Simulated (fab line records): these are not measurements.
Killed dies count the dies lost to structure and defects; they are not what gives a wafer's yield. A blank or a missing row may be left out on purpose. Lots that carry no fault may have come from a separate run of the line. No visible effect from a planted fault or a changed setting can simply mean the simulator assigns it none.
What tool caused it? :: flow gf180mcu :: 13 lots with 39 wafers sampled at 6 steps, on a route of 602 steps

## WHAT THE GAUGES SHOWED, per wafer
GF_POLY_GATE_CD_MEAS_10 targets a cd of 280 nm.
lot: L655
measured: day 9 18:08
on: cdSem-01
cdNm (nm): 280.7 280.7 281.0

lot: L656
measured: day 10 05:25
on: cdSem-02
cdNm (nm): 279.4 279.4 279.6

lot: L657
measured: day 10 11:34
on: cdSem-02
cdNm (nm): 279.8 280.3 279.1

lot: L658
measured: day 10 11:56
on: cdSem-02
cdNm (nm): 279.1 278.8 279.8

lot: L659
measured: day 10 21:27
on: cdSem-01
cdNm (nm): 280.8 280.3 281.6

lot: L662
measured: day 11 18:42
on: cdSem-01
cdNm (nm): 279.1 278.6 279.0

lot: L664
measured: day 12 10:47
on: cdSem-01
cdNm (nm): 281.0 281.1 280.3

lot: L666
measured: day 12 20:28
on: cdSem-02
cdNm (nm): 280.4 281.9 281.2

lot: L667
measured: day 13 11:07
on: cdSem-02
cdNm (nm): 280.0 280.3 280.3

lot: L668
measured: day 13 14:17
on: cdSem-02
cdNm (nm): 280.9 282.2 281.4

lot: L669
measured: day 13 22:32
on: cdSem-02
cdNm (nm): 279.9 279.9 279.2

lot: L675
measured: day 15 16:03
on: cdSem-02
cdNm (nm): 278.6 279.1 278.0

lot: L676
measured: day 16 00:16
on: cdSem-01
cdNm (nm): 280.7 281.2 281.3

GF_NSD_CD_MEAS_07 targets a cd of 400 nm.
lot: L655
measured: day 13 22:40
on: cdSem-02
cdNm (nm): 399.1 398.4 400.8

lot: L656
measured: day 14 11:49
on: cdSem-02
cdNm (nm): 399.0 397.5 399.8

lot: L657
measured: day 14 18:34
on: cdSem-02
cdNm (nm): 397.1 396.1 396.1

lot: L658
measured: day 14 20:31
on: cdSem-01
cdNm (nm): 398.9 397.9 400.3

lot: L659
measured: day 15 06:36
on: cdSem-02
cdNm (nm): 398.8 399.1 400.4

lot: L662
measured: day 16 07:38
on: cdSem-02
cdNm (nm): 403.5 400.8 401.5

lot: L664
measured: day 16 23:06
on: cdSem-02
cdNm (nm): 400.6 399.9 400.2

lot: L666
measured: day 17 12:35
on: cdSem-02
cdNm (nm): - - -

lot: L667
measured: day 18 06:51
on: cdSem-01
cdNm (nm): 403.8 400.8 401.1

lot: L668
measured: day 18 13:01
on: cdSem-01
cdNm (nm): 397.7 398.0 398.8

lot: L669
measured: day 18 20:59
on: cdSem-02
cdNm (nm): 399.2 396.9 398.0

lot: L675
measured: day 20 22:16
on: cdSem-02
cdNm (nm): 399.2 398.6 398.7

lot: L676
measured: day 21 05:37
on: cdSem-02
cdNm (nm): 401.1 402.4 402.1

GF_NSD_TW_MEAS_12.
lot: L655
measured: day 13 23:13
on: filmMetro-01
NSD_TW: 4293 4281 4270

lot: L656
measured: day 14 12:23
on: filmMetro-03
NSD_TW: 4248 4276 4257

lot: L657
measured: day 14 19:08
on: filmMetro-04
NSD_TW: 4228 4216 4214

lot: L658
measured: day 14 21:03
on: filmMetro-04
NSD_TW: 4244 4249 4258

lot: L659
measured: day 15 07:08
on: filmMetro-03
NSD_TW: 4256 4268 4292

lot: L662
measured: day 16 08:10
on: filmMetro-03
NSD_TW: 4280 4252 4257

lot: L664
measured: day 16 23:38
on: filmMetro-04
NSD_TW: 4184 4186 4192

lot: L666
measured: day 17 13:07
on: filmMetro-03
NSD_TW: 30 30 30

lot: L667
measured: day 18 07:24
on: filmMetro-03
NSD_TW: 4230 4258 4266

lot: L668
measured: day 18 13:35
on: filmMetro-04
NSD_TW: 4187 4192 4187

lot: L669
measured: day 18 21:32
on: filmMetro-03
NSD_TW: 4252 4244 4241

lot: L675
measured: day 20 22:49
on: filmMetro-03
NSD_TW: 4256 4266 4266

lot: L676
measured: day 21 06:08
on: filmMetro-04
NSD_TW: 4239 4243 4254

GF_V2_BOW_MEAS_05.
lot: L655
measured: day 20 01:25
on: filmMetro-01
V2_BOW (um): 111 108 103

lot: L656
measured: day 20 16:54
on: filmMetro-01
V2_BOW (um): 102 93 102

lot: L657
measured: day 20 22:57
on: filmMetro-04
V2_BOW (um): 99 99 94

lot: L658
measured: day 21 00:37
on: filmMetro-04
V2_BOW (um): 122 113 104

lot: L659
measured: day 21 11:50
on: filmMetro-02
V2_BOW (um): 93 106 91

lot: L662
measured: day 22 14:08
on: filmMetro-02
V2_BOW (um): 87 94 88

lot: L664
measured: day 23 05:56
on: filmMetro-04
V2_BOW (um): 108 95 113

lot: L666
measured: day 23 18:48
on: filmMetro-01
V2_BOW (um): 93 99 102

lot: L667
measured: day 24 12:51
on: filmMetro-04
V2_BOW (um): 99 105 102

lot: L668
measured: day 24 16:59
on: filmMetro-04
V2_BOW (um): 94 101 103

lot: L669
measured: day 25 02:12
on: filmMetro-04
V2_BOW (um): 94 89 87

lot: L675
measured: day 26 21:01
on: filmMetro-02
V2_BOW (um): 92 107 86

lot: L676
measured: day 27 02:17
on: filmMetro-01
V2_BOW (um): 99 97 94

## WHICH TOOL RAN EACH LOT (tool, then ch and the chambers of the sampled wafers, then the start)
lot: L655
GF_NSD_EXPOSE_04: ilineStepper-01 ch 0, day 13 13:20
GF_M2_SPUTTER_03: pvdSputter-01, day 18 23:21

lot: L656
GF_NSD_EXPOSE_04: ilineStepper-02 ch 0, day 14 01:12
GF_M2_SPUTTER_03: pvdSputter-04, day 19 15:04

lot: L657
GF_NSD_EXPOSE_04: ilineStepper-01 ch 0, day 14 09:07
GF_M2_SPUTTER_03: pvdSputter-02, day 19 21:11

lot: L658
GF_NSD_EXPOSE_04: ilineStepper-01 ch 0, day 14 10:41
GF_M2_SPUTTER_03: pvdSputter-01, day 19 23:20

lot: L659
GF_NSD_EXPOSE_04: ilineStepper-02 ch 0, day 14 19:42
GF_M2_SPUTTER_03: pvdSputter-01, day 20 10:32

lot: L662
GF_NSD_EXPOSE_04: ilineStepper-02 ch 0, day 15 20:13
GF_M2_SPUTTER_03: pvdSputter-01, day 21 12:53

lot: L664
GF_NSD_EXPOSE_04: ilineStepper-02 ch 0, day 16 12:25
GF_M2_SPUTTER_03: pvdSputter-02, day 22 05:38

lot: L666
GF_NSD_EXPOSE_04: ilineStepper-02 ch 0, day 17 01:24
GF_M2_SPUTTER_03: pvdSputter-02, day 22 18:53

lot: L667
GF_NSD_EXPOSE_04: ilineStepper-02 ch 0, day 17 19:17
GF_M2_SPUTTER_03: pvdSputter-02, day 23 13:32

lot: L668
GF_NSD_EXPOSE_04: ilineStepper-02 ch 0, day 18 00:43
GF_M2_SPUTTER_03: pvdSputter-02, day 23 17:40

lot: L669
GF_NSD_EXPOSE_04: ilineStepper-01 ch 0, day 18 08:49
GF_M2_SPUTTER_03: pvdSputter-01, day 24 03:36

lot: L675
GF_NSD_EXPOSE_04: ilineStepper-02 ch 0, day 20 10:09
GF_M2_SPUTTER_03: pvdSputter-01, day 25 22:53

lot: L676
GF_NSD_EXPOSE_04: ilineStepper-02 ch 0, day 20 18:19
GF_M2_SPUTTER_03: pvdSputter-02, day 26 04:29
- GF_NSD_EXPOSE_04: exposes mask Nplus, target cd 400 nm.
- GF_M2_SPUTTER_03: material Ti, target thk 10 nm, time 6.7 s.

## WHAT THE TOOLS THEMSELVES READ (means of the sampled wafers that have a number; where no wafer has one, the mark that the record gives instead)
GF_NSD_EXPOSE_04.
lot: L655
tool: ilineStepper-01
stageVelMmS (mm/s): 499.92

lot: L656
tool: ilineStepper-02
stageVelMmS (mm/s): 499.80

lot: L657
tool: ilineStepper-01
stageVelMmS (mm/s): 500.27

lot: L658
tool: ilineStepper-01
stageVelMmS (mm/s): 500.27

lot: L659
tool: ilineStepper-02
stageVelMmS (mm/s): 500.16

lot: L662
tool: ilineStepper-02
stageVelMmS (mm/s): 500.03

lot: L664
tool: ilineStepper-02
stageVelMmS (mm/s): 500.03

lot: L666
tool: ilineStepper-02
stageVelMmS (mm/s): 500.07

lot: L667
tool: ilineStepper-02
stageVelMmS (mm/s): 500.11

lot: L668
tool: ilineStepper-02
stageVelMmS (mm/s): 500.05

lot: L669
tool: ilineStepper-01
stageVelMmS (mm/s): 500.01

lot: L675
tool: ilineStepper-02
stageVelMmS (mm/s): 500.04

lot: L676
tool: ilineStepper-02
stageVelMmS (mm/s): 500.06

GF_M2_SPUTTER_03.
lot: L655
tool: pvdSputter-01
throttleValvePct (%): 30.4

lot: L656
tool: pvdSputter-04
throttleValvePct (%): 30.6

lot: L657
tool: pvdSputter-02
throttleValvePct (%): 30.4

lot: L658
tool: pvdSputter-01
throttleValvePct (%): 29.3

lot: L659
tool: pvdSputter-01
throttleValvePct (%): 29.9

lot: L662
tool: pvdSputter-01
throttleValvePct (%): 29.7

lot: L664
tool: pvdSputter-02
throttleValvePct (%): 30.0

lot: L666
tool: pvdSputter-02
throttleValvePct (%): 29.8

lot: L667
tool: pvdSputter-02
throttleValvePct (%): 30.4

lot: L668
tool: pvdSputter-02
throttleValvePct (%): 30.2

lot: L669
tool: pvdSputter-01
throttleValvePct (%): 29.8

lot: L675
tool: pvdSputter-01
throttleValvePct (%): 29.7

lot: L676
tool: pvdSputter-02
throttleValvePct (%): 30.1

## THE ANSWER, worked out from the rows above alone
Rule: usual is defined by the lots themselves. The widest of any qualifying gaps counts: lots, ordered by their means at a reading, are off when they make up no more than a third of the lots, leave a main group of 4 or more, and stand apart from it by 3 or more times the standard deviation of that group's means. A main group is skipped when, at the precision printed for the reading in the tables above, its means are all equal. A lot without any number at a reading at which 4 lots or more have one is off too. Where the step has rows for the other lots, those lots are counted as sound. After the gauges, taken in route order, come the tools' own readings; for these a lot's mean is taken, as printed above. At the first step where some lot is off, the reading lying furthest off is the one used; lots without a number count as furthest.
Off, at GF_NSD_CD_MEAS_07 on cdNm: L666. Without a number there: L666. Mean 399.5 nm and standard deviation 1.6 in the main group.
A tool fits if, at a process step before that reading, it ran every lot that is off, and no sound lot after the first of them. The gauges at GF_NSD_CD_MEAS_07 aren't tried: what is off there is off at GF_NSD_TW_MEAS_12 too, on other tools, and a gauge's error can't cause that. None of those tried fits.

## WHAT THE SIMULATOR HAD INSERTED
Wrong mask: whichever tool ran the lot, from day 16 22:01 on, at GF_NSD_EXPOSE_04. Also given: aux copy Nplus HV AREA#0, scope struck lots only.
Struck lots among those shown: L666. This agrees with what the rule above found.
